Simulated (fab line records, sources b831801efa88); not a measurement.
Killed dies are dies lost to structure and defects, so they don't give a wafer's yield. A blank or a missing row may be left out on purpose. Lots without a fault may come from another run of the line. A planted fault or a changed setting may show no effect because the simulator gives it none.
Which tool did it? | flow gf180mcu | 13 lots, 39 wafers sampled, at 4 steps of a route of 602

WHAT THE GAUGES READ, wafer by wafer
GF_STI_THK_MEAS_22. Usual: STI_OXIDATION_01_THK 15.00 nm, standard deviation 0.28.
lot  | measured    | on            | STI_OXIDATION_01_THK (nm) | flag
L959 | day 2 04:41 | film_metro-02 | 14.70 14.39 14.72         |
L961 | day 2 14:57 | film_metro-04 | 15.19 14.83 15.10         |
L962 | day 2 18:39 | film_metro-02 | 15.03 14.93 15.05         |
L963 | day 2 23:39 | film_metro-04 | 14.84 15.07 14.49         |
L966 | day 3 17:38 | film_metro-02 | 14.77 14.93 14.88         |
L968 | day 4 02:30 | film_metro-04 | 14.87 14.89 14.54         |
L969 | day 4 10:47 | film_metro-02 | 14.87 14.98 14.93         |
L973 | day 5 02:50 | film_metro-01 | 15.27 15.27 15.33         |
L977 | day 6 01:52 | film_metro-04 | - - -                     | OFF
L978 | day 6 04:37 | film_metro-01 | - - -                     | OFF
L979 | day 6 10:26 | film_metro-01 | 15.41 15.58 15.24         |
L981 | day 6 21:01 | film_metro-01 | 14.97 15.19 15.35         |
L982 | day 7 00:39 | film_metro-02 | 14.94 15.01 14.90         |

GF_SAB_CD_MEAS_09: target cd 420 nm. Usual: cd_nm 420.1 nm, standard deviation 1.8.
lot  | measured     | on        | cd_nm (nm)        | flag
L959 | day 14 21:41 | cd_sem-01 | 417.4 418.7 419.9 |
L961 | day 15 16:31 | cd_sem-02 | 417.6 416.6 420.2 |
L962 | day 16 01:49 | cd_sem-01 | 419.1 417.5 420.5 |
L963 | day 16 07:25 | cd_sem-01 | 420.4 421.0 421.6 |
L966 | day 17 14:59 | cd_sem-01 | 416.9 419.4 417.0 |
L968 | day 18 08:31 | cd_sem-02 | 422.0 421.7 421.2 |
L969 | day 18 22:31 | cd_sem-02 | 418.3 418.3 419.9 |
L973 | day 20 03:28 | cd_sem-01 | 418.6 417.1 420.2 |
L979 | day 22 07:43 | cd_sem-02 | 419.7 421.5 423.0 |
L981 | day 23 07:08 | cd_sem-02 | 417.8 421.7 419.4 |
L982 | day 23 08:03 | cd_sem-02 | 422.5 421.9 422.5 |

GF_SAB_OVL_MEAS_10. Usual: SAB_OVL 0.7 nm, standard deviation 1.4.
lot  | measured     | on         | SAB_OVL (nm)  | flag
L959 | day 14 21:48 | overlay-02 | 2.2 2.8 1.9   |
L961 | day 15 16:38 | overlay-01 | 0.2 -0.6 -1.4 |
L962 | day 16 01:56 | overlay-01 | 1.2 1.1 -0.8  |
L963 | day 16 07:32 | overlay-02 | 1.6 1.3 3.5   |
L966 | day 17 15:05 | overlay-02 | 0.2 2.5 1.4   |
L968 | day 18 08:38 | overlay-01 | 0.9 -0.9 1.1  |
L969 | day 18 22:38 | overlay-01 | -1.4 -0.9 1.3 |
L973 | day 20 03:35 | overlay-01 | -0.7 2.1 1.5  |
L979 | day 22 07:50 | overlay-01 | -0.2 1.5 0.3  |
L981 | day 23 07:14 | overlay-01 | -2.8 0.0 -1.3 |
L982 | day 23 08:08 | overlay-02 | -0.1 2.7 0.6  |

WHICH TOOL RAN EACH LOT (tool, then ch and the chambers of the sampled wafers, then the start)
lot  | GF_STI_CVD_03
L959 | lpcvd-02 ch 1, day 1 12:19
L961 | lpcvd-01 ch 1, day 1 21:34
L962 | lpcvd-02 ch 0, day 2 02:53
L963 | lpcvd-02 ch 0, day 2 07:34
L966 | lpcvd-01 ch 0, day 2 22:35
L968 | lpcvd-01 ch 1, day 3 08:34
L969 | lpcvd-01 ch 1, day 3 15:23
L973 | lpcvd-02 ch 1, day 4 09:34
L977 | lpcvd-01 ch 0, day 5 06:27
L978 | lpcvd-01 ch 0, day 5 10:46
L979 | lpcvd-01 ch 1, day 5 16:20
L981 | lpcvd-01 ch 0, day 6 02:03
L982 | lpcvd-01 ch 0, day 6 06:34
- GF_STI_CVD_03: deposits Si3N4 from DCS/NH3, target thk 207.16 nm, time 3551 s.

WHAT THE TOOLS THEMSELVES READ (means of the sampled wafers that have a number; where no wafer has one, the mark that the record gives instead)
GF_STI_CVD_03. Usual: pressure_mtorr 249.9 mTorr, standard deviation 0.54; spike_tc_bottom_C 791.5 C, standard deviation 2.9; spike_tc_centre_C 769.3 C, standard deviation 1.3; zone_power_lower_pct 13.1 %, standard deviation 0.63; zone_power_upper_pct 13.8 %, standard deviation 0.92.
lot  | tool     | pressure_mtorr (mTorr) | spike_tc_bottom_C (C) | spike_tc_centre_C (C) | zone_power_lower_pct (%) | zone_power_upper_pct (%) | flag
L959 | lpcvd-02 | 249.6                  | 791.9                 | 770.7                 | 13.3                     | 14.1                     |
L961 | lpcvd-01 | 249.8                  | 788.1                 | 767.4                 | 12.2                     | 12.4                     |
L962 | lpcvd-02 | 249.9                  | 796.1                 | 769.3                 | 14.1                     | 13.0                     |
L963 | lpcvd-02 | 249.6                  | 795.8                 | 769.6                 | 14.2                     | 12.8                     |
L966 | lpcvd-01 | 250.0                  | 792.2                 | 768.4                 | 13.2                     | 14.7                     |
L968 | lpcvd-01 | 250.4                  | 787.8                 | 767.8                 | 12.1                     | 12.4                     |
L969 | lpcvd-01 | 249.7                  | 788.2                 | 769.7                 | 12.2                     | 12.6                     |
L973 | lpcvd-02 | 249.4                  | 790.3                 | 770.0                 | 13.5                     | 14.3                     |
L977 | lpcvd-01 | -                      | -                     | -                     | -                        | -                        | OFF
L978 | lpcvd-01 | -                      | -                     | -                     | -                        | -                        | OFF
L979 | lpcvd-01 | 249.7                  | 786.7                 | 769.2                 | 12.2                     | 12.4                     |
L981 | lpcvd-01 | 249.3                  | 792.1                 | 768.5                 | 13.0                     | 14.7                     |
L982 | lpcvd-01 | 249.9                  | 794.2                 | 768.3                 | 13.1                     | 14.7                     |

THE ANSWER, worked out from the rows above alone
Rule: a lot is off if the mean of its wafers that have a number lies more than 3 standard deviations from the usual mean. A lot without any number at a reading at which 4 lots or more have one is off too. The other lots that the step has rows for count as sound. The gauges are gone through in route order, then the tools' own readings, and for those a lot's mean is taken as printed above. The first step at which some lot is off is used, and at that step the reading that is off furthest; a lot without a number counts as furthest.
Off: L977, L978, at GF_STI_THK_MEAS_22 (STI_OXIDATION_01_THK). Without a number there: L977, L978.
A tool fits if, at a process step before that reading, it ran every lot that is off, and no sound lot after the first of them. The gauges at GF_STI_THK_MEAS_22 aren't tried: what is off there is off at GF_STI_CVD_03 too, on other tools, and a gauge's error can't cause that. None of those tried fits.

WHAT THE SIMULATOR HAD PUT IN
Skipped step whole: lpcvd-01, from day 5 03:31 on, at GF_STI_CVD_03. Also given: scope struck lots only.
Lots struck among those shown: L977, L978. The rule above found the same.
